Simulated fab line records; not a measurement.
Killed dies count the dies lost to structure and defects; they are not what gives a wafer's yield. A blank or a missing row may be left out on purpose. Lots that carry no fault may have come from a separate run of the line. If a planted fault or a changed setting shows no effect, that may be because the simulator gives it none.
A struck lot beside a sound one | flow gf180mcu | 14 out of 602 route steps
Sound: these wafers, L958.4, L958.5, L958.6. Struck: wafers L952.4, L952.5, L952.6. The cause is given at the end.
Order at every step that has rows: each side's tool, ch and its chambers, its first start. Under that, the readings that differ: sound wafers | struck wafers | difference of the means | sigmas: that difference in standard deviations of wafers without a fault.
alike: same words and numbers on both sides, and readings whose means sit less than 2 such deviations apart. not compared: any withheld reading, any reading some wafer has no value for, any bound like >300 that may hide the same value, and any number with overlapping values for which the record gives no deviation.
A row with sigmas, a row that says differs or no value, or rows on one side alone: a step with any of these is where the two part. When numbers do not overlap yet have no deviation, they are printed without sigmas and do not part them. A reading missing from all wafers of one side parts the sides only when that side holds two or more wafers.

first, 3 steps without rows for these wafers: GF_LVPWELL_EXPOSE_04 (exposes mask LVPWELL, target cd 600 nm); GF_LVPWELL_PEB_05; GF_LVPWELL_DEVELOP_06 (develop time 60 s).
GF_LVPWELL_OVL_MEAS_07:
  struck on overlay-02, day 5 18:48; sound on overlay-01, day 7 05:09
  alike: LVPWELL_OVL
then, 2 steps without rows for these wafers: GF_LVPWELL_IMPLANT_08; GF_LVPWELL_IMPLANT_09.
GF_LVPWELL_STRIP_10: strips in O2/N2.
  sound on plasma-asher-03 ch 0,1, day 7 05:30; struck on plasma-asher-03 ch 0,1, day 5 19:09
  alike: drypump-motor-current-A, heater-power-w, oes-product-au, platen-temp-c, strip-time-to-endpoint-s
  not compared: rf-hours-counter-h
GF_LVPWELL_TW_MEAS_11:
  struck on film-metro-03, day 5 19:15; sound on film-metro-03, day 7 05:36
  alike: LVPWELL_TW
then, 4 steps without rows for these wafers: GF_MVSD_DEHYDRATE_00 (time 60 s); GF_MVSD_HMDS_01 (prime time 60 s); GF_MVSD_COAT_02 (resist thk 3000 nm); GF_MVSD_SOFTBAKE_03.
GF_MVSD_EXPOSE_04: exposes mask MVSD, target cd 1000 nm.
  sound on iline-stepper-01 ch 0, day 7 13:10; struck on iline-stepper-01, day 6 02:32
  no value came back on the struck wafers for exposure-dose-mJ-cm2, focus-offset-nm (nm), na; on the sound wafers exposure-dose-mJ-cm2 reads 259.81 260.08 260.22
  alike: mask
then, 1 step without rows for these wafers: GF_MVSD_PEB_05.

== WHERE THEY PART ==
At GF_MVSD_EXPOSE_04 and nowhere else, as far as this record goes.

WHY: whatever the simulator had introduced
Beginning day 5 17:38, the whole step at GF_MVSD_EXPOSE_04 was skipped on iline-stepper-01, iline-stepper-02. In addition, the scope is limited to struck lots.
